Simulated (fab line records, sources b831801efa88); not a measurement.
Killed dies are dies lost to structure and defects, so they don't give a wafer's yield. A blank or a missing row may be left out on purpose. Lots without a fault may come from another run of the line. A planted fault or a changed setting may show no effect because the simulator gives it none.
fab line records | flow sky130
record lots=4 wafers=12 last_day=50
route steps=708 shown SONOS_TUNNEL@160 SONOS_ONO@168 GATE_OXIDE@187 PAD_OPEN@708
lots that met no fault: from a run of the same line without faults
start_h: hours from the record's first day to the start of the lot's first wafer shown | wait_h: hours since the lot's step before | " the same as in the row above | L1.1+2: a row that stands for several wafers | - no value, or no start given | * or withheld: withheld | < > ~ a bound
route shown NAME@n: a module of which the file shows steps, and the number in the route of the first | usual: mean/standard deviation of fault-free wafers | same: alike in all rows | chamber/n: place in a boat | sites: the reading at each site | _std_site: their standard deviation | _edge_site: outer sites' mean less inner sites' | radius_mm: how far each site lies from the wafer's centre | mask NAME#n: copy n | behind: the tool/chamber that last shaped the wafer | hold: why the lot was held/for how many hours/how that ended | device: the transistor (n, p or np) that didn't switch | end of line: the same wafers' tests at the end of the route | a step without rows: its recipe alone | killed: dies lost to structure and defects at the first sort, not the wafer's yield | map: a wafer's dies, x killed, . not, _ none there
set.NAME: the setting as run; set.NAME@STEP: as run at that earlier step | model.NAME: the simulator's own value behind a step, which no gauge read
lots at some steps of the route; a table a step, a row a wafer
services: from which hour (start_h, from the record's first day; less than 0 if before it) a tool's chamber was out of use, for how many hours, and why
## steps
# step SKY_SONOS_TUNNEL_DEVELOP_06
# recipe resist=NOVOLAK developer=TMAH develop_time_s=60 dev_temp_c=23
# step SKY_SONOS_TUNNEL_IMPLANT_09
# recipe species=B energy_kev=20 dose_cm2=1e+12 tilt_deg=withheld
# step SKY_SONOS_TUNNEL_WET_ETCH_10
# recipe chemistry=dHF target_depth_nm=14 target=SiO2 dilution=100:1 temp_c=25 time_s=280
# step SKY_SONOS_TUNNEL_STRIP_11
# recipe chemistry=SPM time_s=600 temp_c=130
# step SKY_SONOS_TUNNEL_CLEAN_13
# recipe chemistry=dHF time_s=20 dilution=100:1 dry=ipa_marangoni
# step SKY_SONOS_ONO_OXIDATION_00
# recipe temp_c=800 ambient=O2 idle_temp_c=700 ramp_up_c_per_min=10 ramp_down_c_per_min=3 stabilise_s=600 purge_s=300 target_thk_a=26 ox_time_s=1249
# step SKY_SONOS_ONO_CVD_02
# recipe material=Si3N4 precursor=DCS/NH3 target_thk_nm=10.5 temp_c=770 time_s=180 pressure_mtorr=250
# step SKY_SONOS_ONO_CVD_04
# recipe material=SiO2 precursor=SiH4/N2O target_thk_nm=5.7199 temp_c=905.2 pressure_mtorr=400
# usual spike_tc_centre_C=904.8/1 spike_tc_lower_C=905.5/1.8 spike_tc_upper_C=904.8/0.97 zone_power_centre_pct=18.42/0.27 zone_power_lower_pct=15.9/0.54 zone_power_upper_pct=19.3/0.5
# columns lot.wafer tool chamber start_h wait_h spike_tc_centre_C spike_tc_lower_C spike_tc_upper_C zone_power_centre_pct zone_power_lower_pct zone_power_upper_pct model.SiO2_of_SONOS_ONO_CVD_04.thk_nm
L911.2 lpcvd-03 1 275.60 0.0 905.7 908.1 905.2 18.54 15.5 19.1 6.347
L911.5 " 1 " " 904.1 905.9 905.5 18.57 15.4 19.0 6.313
L911.6 " 1 " " 903.1 905.5 903.6 18.57 15.8 19.1 6.263
L922.1 lpcvd-03 0 344.59 0.1 926.2 902.5 902.2 25.27 13.0 15.6 6.847
L922.2 " 0 " " 926.5 901.5 902.8 25.05 12.9 15.5 6.977
L922.4 " 0 " " 924.7 901.3 902.4 25.41 13.1 15.5 7.103
L923.1 lpcvd-03 1 354.60 0.1 924.6 902.3 903.0 25.94 12.3 14.9 6.234
L923.3 " 1 " " 922.9 904.1 903.3 26.08 12.2 14.7 6.275
L923.5 " 1 " " 924.4 903.7 902.3 25.81 12.2 14.9 6.647
L931.2 lpcvd-03 1 427.69 0.0 904.3 907.0 903.4 18.51 15.5 19.1 6.245
L931.3 " 1 " " 903.8 906.3 905.0 18.43 15.1 18.8 6.346
L931.5 " 1 " " 904.9 904.3 904.9 18.31 15.5 19.0 6.241
# step SKY_SONOS_ONO_THK_MEAS_05
# recipe reads=SiO2_of_SONOS_ONO_CVD_04
# usual SONOS_ONO_CVD_04_THK=6.19/0.12
# columns lot.wafer tool chamber start_h wait_h SONOS_ONO_CVD_04_THK[nm]
L911.2 film_metro-01 - 276.90 0.0 6.34
L911.5 " - " " 6.37
L911.6 " - " " 6.27
L922.1 film_metro-02 - 345.84 0.0 6.80
L922.2 " - " " 6.99
L922.4 " - " " 7.10
L923.1 film_metro-02 - 355.85 0.0 6.24
L923.3 " - " " 6.28
L923.5 " - " " 6.63
L931.2 film_metro-04 - 428.95 0.0 6.27
L931.3 " - " " 6.30
L931.5 " - " " 6.24
# step SKY_SONOS_ONO_DEHYDRATE_06
# recipe temp_c=200 time_s=60
# step SKY_SONOS_ONO_HMDS_07
# recipe prime_time_s=60 prime_temp_c=120
# step SKY_SONOS_ONO_COAT_08
# recipe resist=NOVOLAK spin_rpm=3000 resist_thk_nm=1140
# step SKY_SONOS_ONO_SOFTBAKE_09
# recipe temp_c=90 time_s=60 resist=NOVOLAK
# step SKY_SONOS_ONO_EXPOSE_10
# recipe mask_id=ONOM target_cd_nm=410 na=0.6 source_shape=conventional sigma_outer=0.6 dose_mj=150
# step SKY_SONOS_ONO_PEB_11
# recipe temp_c=withheld time_s=* resist=NOVOLAK
# step SKY_SONOS_ONO_DEVELOP_12
# recipe develop_time_s=60 dev_temp_c=23
# step SKY_SONOS_ONO_ETCH_15
# recipe target_depth_nm=19.52 chemistry=CHF3/O2 source_w=600 bias_w=200 pressure_mtorr=40 chf3_flow_sccm=50 O2_flow_sccm=5 time_s=7.8
# step SKY_SONOS_ONO_WET_ETCH_16
# recipe chemistry=dHF target_depth_nm=14 dry=n2_spin target=SiO2 dilution=100:1 temp_c=25 time_s=280
# step SKY_SONOS_ONO_STRIP_17
# recipe chemistry=O2/N2 power_w=1400 pressure_mtorr=1500 platen_temp_c=withheld o2_flow_sccm=3000 n2_flow_sccm=300 overash_fraction=0.5
# step SKY_SONOS_ONO_WET_ETCH_18
# recipe chemistry=H3PO4 target_depth_nm=15 target=Si3N4 temp_c=160 time_s=172
# step SKY_GATE_OXIDE_CLEAN_00
# recipe chemistry=SC1/SC2 mix=1:4:20 temp_c=70 time_s=150 dry=n2_spin
# step SKY_GATE_OXIDE_OXIDATION_01
# recipe temp_c=900 ambient=O2 stabilise_s=600 purge_s=300 target_thk_a=102.68 ox_time_s=1473
# step SKY_GATE_OXIDE_DEHYDRATE_03
# recipe temp_c=200 time_s=60
# step SKY_GATE_OXIDE_HMDS_04
# recipe prime_time_s=60 prime_temp_c=120
# step SKY_GATE_OXIDE_COAT_05
# recipe resist=NOVOLAK spin_rpm=3000 resist_thk_nm=1140
# step SKY_GATE_OXIDE_SOFTBAKE_06
# recipe temp_c=90 time_s=60 resist=NOVOLAK
# step SKY_GATE_OXIDE_EXPOSE_07
# recipe mask_id=LVOM na=0.6 source_shape=conventional sigma_outer=0.6 polarization=unpolarized target_cd_nm=600 dose_mj=170
# step SKY_GATE_OXIDE_PEB_08
# recipe temp_c=withheld time_s=* resist=NOVOLAK
# step SKY_GATE_OXIDE_DEVELOP_09
# recipe resist=NOVOLAK developer=TMAH develop_time_s=60 dev_temp_c=23
# step SKY_GATE_OXIDE_IMPLANT_11
# recipe species=B energy_kev=10 dose_cm2=2.642e+12 tilt_deg=withheld
# step SKY_GATE_OXIDE_WET_ETCH_12
# recipe chemistry=dHF target_depth_nm=16.8 dry=n2_spin target=SiO2 dilution=100:1 temp_c=25 time_s=336
# step SKY_GATE_OXIDE_STRIP_13
# recipe chemistry=O2/N2 power_w=1400 pressure_mtorr=1500 platen_temp_c=withheld o2_flow_sccm=3000 n2_flow_sccm=300 overash_fraction=0.5
# step SKY_GATE_OXIDE_CLEAN_15
# recipe chemistry=SC1/SC2 mix=1:4:20 temp_c=70 time_s=150 dry=n2_spin
# columns lot.wafer tool chamber start_h wait_h model.SiO2_of_SONOS_ONO_CVD_04.thk_nm
L911.2 wet_bench-01 0 329.26 0.0 4.835
L911.5 " 0 " " 4.791
L911.6 " 0 " " 4.743
L922.1 wet_bench-03 0 404.76 0.1 5.324
L922.2 " 0 " " 5.453
L922.4 " 0 " " 5.584
L923.1 wet_bench-02 1 414.32 0.1 4.719
L923.3 " 1 " " 4.762
L923.5 " 1 " " 5.137
L931.2 wet_bench-01 2 492.46 0.0 4.716
L931.3 " 2 " " 4.813
L931.5 " 2 " " 4.706
# step SKY_PAD_OPEN_PROBE_99
# usual killed_at_M0_to_M3=43/7.5 killed_at_M4_up=3.0/1.6 killed_at_contacts=23/5.8 killed_at_front_end=14/4.8 killed_at_other=0.3/0.52 killed_dies=84/9.1 killed_open=47/7.2 killed_short=37/5.8
# same gross_dies=492 killed_at_back_side=0
# columns lot.wafer tool chamber start_h wait_h killed_at_M0_to_M3 killed_at_M4_up killed_at_contacts killed_at_front_end killed_at_other killed_dies killed_open killed_short model.etest.sonos_erased.drive_ua_um model.etest.sonos_uncharged.r_on_ohm_um model.etest.sonos_programmed.off_log10_a_um model.etest.cap_ono.gate_log10_a_cm2 model.etest.cap_ono.gate_bv_v model.etest.cap_ono.tox_acc_nm model.etest.sonos_programmed.vt_v model.etest.sonos_erased.vt_v
L911.2 prober-01 - 1096.06 0.1 59 2 24 17 0 102 48 54 164.2 844.5 -13.82 -8.757 17.37 13.54 1.088 -1.981
L911.5 prober-01 - 1096.21 0.2 49 3 18 9 0 79 43 36 173.7 844.4 -13.88 -8.656 16.54 13.43 1.101 -2.044
L911.6 prober-01 - 1096.26 0.2 54 1 19 19 1 94 56 38 153.1 845.3 -13.98 -8.726 17.02 13.43 1.156 -2.018
L922.1 prober-02 - 1145.13 0.1 46 1 23 11 0 81 44 37 129.8 865 -11.71 -9.494 17.89 14.09 0.7589 -1.665
L922.2 prober-02 - 1145.18 0.1 28 4 18 18 0 68 32 36 116.9 824.9 -11.21 -9.59 18.07 14.17 0.7145 -1.588
L922.4 prober-02 - 1145.28 0.2 38 5 11 14 0 68 33 35 111.4 855.9 -9.888 -9.686 17.74 14.3 0.5815 -1.512
L923.1 prober-01 - 1153.39 0.1 46 4 30 15 0 95 50 45 153.6 843.4 -14 -8.726 16.9 13.51 1.152 -1.953
L923.3 prober-01 - 1153.49 0.2 31 5 22 13 1 72 39 33 132.1 839.9 -13.8 -8.724 17.33 13.48 1.152 -1.951
L923.5 prober-01 - 1153.59 0.2 37 1 26 15 0 79 36 43 131.1 846.7 -13.19 -9.148 17.64 13.85 0.9631 -1.768
L931.2 prober-01 - 1194.56 0.1 44 6 13 19 0 82 46 36 181.1 831.1 -13.91 -8.631 17.68 13.4 1.168 -2.047
L931.3 prober-01 - 1194.61 0.2 38 4 19 18 0 79 49 30 150.1 817.1 -13.73 -8.688 16.72 13.48 1.105 -2.011
L931.5 prober-01 - 1194.71 0.2 38 0 34 16 0 88 54 34 169.8 821.2 -13.67 -8.694 16.87 13.46 1.127 -2.057
# killed by level:class
L911.2 VIA1:geometric_particle:open=14 METAL1:geometric_particle:short=13 CONTACT:geometric_particle:open=10 VIA1:geometric_particle:short=9 FIELD_ISO:geometric_particle:open=5 METAL2:geometric_particle:short=5 METAL3:geometric_particle:short=5 FIELD_ISO:geometric_particle:short=4
L911.5 METAL1:geometric_particle:short=9 VIA1:geometric_particle:open=9 LI_CONTACT:geometric_particle:open=8 VIA2:geometric_particle:open=8 VIA3:geometric_particle:open=8 CONTACT:geometric_particle:open=5 VIA1:geometric_particle:short=5 FIELD_ISO:geometric_particle:short=4
L911.6 VIA3:geometric_particle:open=9 VIA1:geometric_particle:open=8 METAL2:geometric_particle:short=8 FIELD_ISO:geometric_particle:open=7 LI_CONTACT:geometric_particle:open=7 CONTACT:geometric_particle:open=6 VIA2:geometric_particle:open=6 FIELD_ISO:geometric_particle:short=5
L922.1 CONTACT:geometric_particle:open=9 VIA1:geometric_particle:open=8 CONTACT:geometric_particle:short=7 VIA3:geometric_particle:open=7 VIA2:geometric_particle:open=6 LI_CONTACT:geometric_particle:open=4 METAL1:geometric_particle:short=4 VIA1:geometric_particle:short=4
L922.2 CONTACT:geometric_particle:open=11 METAL1:geometric_particle:short=6 SPACER:geometric_particle:short=4 CONTACT:geometric_particle:short=4 VIA1:geometric_particle:short=4 FIELD_ISO:geometric_particle:short=3 FIELD_ISO:geometric_particle:open=3 VIA3:geometric_particle:open=3
L922.4 VIA1:geometric_particle:open=9 VIA3:geometric_particle:open=6 FIELD_ISO:geometric_particle:short=5 METAL2:geometric_particle:short=5 POLY_GATE:geometric_particle:short=4 VIA2:geometric_particle:open=4 LI_CONTACT:geometric_particle:open=3 LOCAL_INTERCONNECT:geometric_particle:short=3
L923.1 VIA3:geometric_particle:open=8 LI_CONTACT:geometric_particle:open=8 CONTACT:geometric_particle:short=7 CONTACT:geometric_particle:open=7 METAL1:geometric_particle:short=7 METAL2:geometric_particle:short=6 VIA2:geometric_particle:open=6 FIELD_ISO:geometric_particle:short=5
L923.3 VIA2:geometric_particle:open=8 VIA1:geometric_particle:open=7 LI_CONTACT:geometric_particle:short=7 VIA3:geometric_particle:open=6 LI_CONTACT:geometric_particle:open=5 LOCAL_INTERCONNECT:geometric_particle:short=5 FIELD_ISO:geometric_particle:short=3 POLY_GATE:geometric_particle:open=3
L923.5 VIA2:geometric_particle:open=9 FIELD_ISO:geometric_particle:short=7 CONTACT:geometric_particle:short=7 VIA1:geometric_particle:open=6 LOCAL_INTERCONNECT:geometric_particle:short=6 CONTACT:geometric_particle:open=6 LI_CONTACT:geometric_particle:open=4 METAL2:geometric_particle:short=4
L931.2 VIA3:geometric_particle:open=8 CONTACT:geometric_particle:open=8 VIA2:geometric_particle:open=8 POLY_GATE:geometric_particle:short=7 VIA1:geometric_particle:open=6 FIELD_ISO:geometric_particle:short=5 VIA1:geometric_particle:short=4 VIA2:geometric_particle:short=4
L931.3 VIA1:geometric_particle:open=11 VIA2:geometric_particle:open=7 FIELD_ISO:geometric_particle:open=6 VIA1:geometric_particle:short=6 CONTACT:geometric_particle:open=6 VIA3:geometric_particle:open=6 POLY_GATE:geometric_particle:short=5 METAL2:geometric_particle:open=5
L931.5 CONTACT:geometric_particle:open=14 LI_CONTACT:geometric_particle:open=11 VIA3:geometric_particle:open=8 FIELD_ISO:geometric_particle:short=6 VIA1:geometric_particle:open=6 METAL2:geometric_particle:short=6 VIA2:geometric_particle:open=6 SPACER:geometric_particle:short=4
## services
# columns tool chamber start_h hours kind
wet_bench-02 - 253.06 1.6 repair
lpcvd-03 - 255.29 1.3 repair
wet_bench-03 - 308.35 1.5 repair
wet_bench-03 - 317.79 2.0 repair
wet_bench-03 - 331.51 2.0 repair
## key
first_sign step=SKY_SONOS_ONO_CVD_04 reading=zone_power_centre_pct direction=up sigmas=27 usual=18.42 struck=25.59
effect step=SKY_SONOS_ONO_CVD_04 reading=spike_tc_centre_C direction=up sigmas=20 usual=904.8 struck=924.9
effect step=SKY_SONOS_ONO_THK_MEAS_05 reading=SONOS_ONO_CVD_04_THK direction=up sigmas=4 usual=6.19 struck=6.67 wafers_moved=5
model_effect step=SKY_SONOS_ONO_CVD_04 value=SiO2_of_SONOS_ONO_CVD_04.thk_nm without=6.101 struck=6.68
model_effect step=SKY_GATE_OXIDE_CLEAN_15 value=SiO2_of_SONOS_ONO_CVD_04.thk_nm without=4.584 struck=5.163
model_effect step=SKY_PAD_OPEN_PROBE_99 value=etest.sonos_erased.drive_ua_um without=166 struck=129.1
met_at SKY_SONOS_ONO_CVD_04
struck_wafers L922.1,L922.2,L922.4,L923.1,L923.3,L923.5
tester_left_out L922,L923
onset_between 275.60 344.59
fault kind=process_parameter_drift tool=lpcvd-03 chamber=- onset_h=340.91 steps=SKY_SONOS_ONO_CVD_04 channel=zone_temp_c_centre offset=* shape=step end_h=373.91
# tester_left_out: of these lots the tester's yield and bins aren't shown, on N5 and GAA mostly nor the transistor test; their killed dies are dies lost to structure and defects alone, not to doping, threshold or leakage, so they don't give the yield
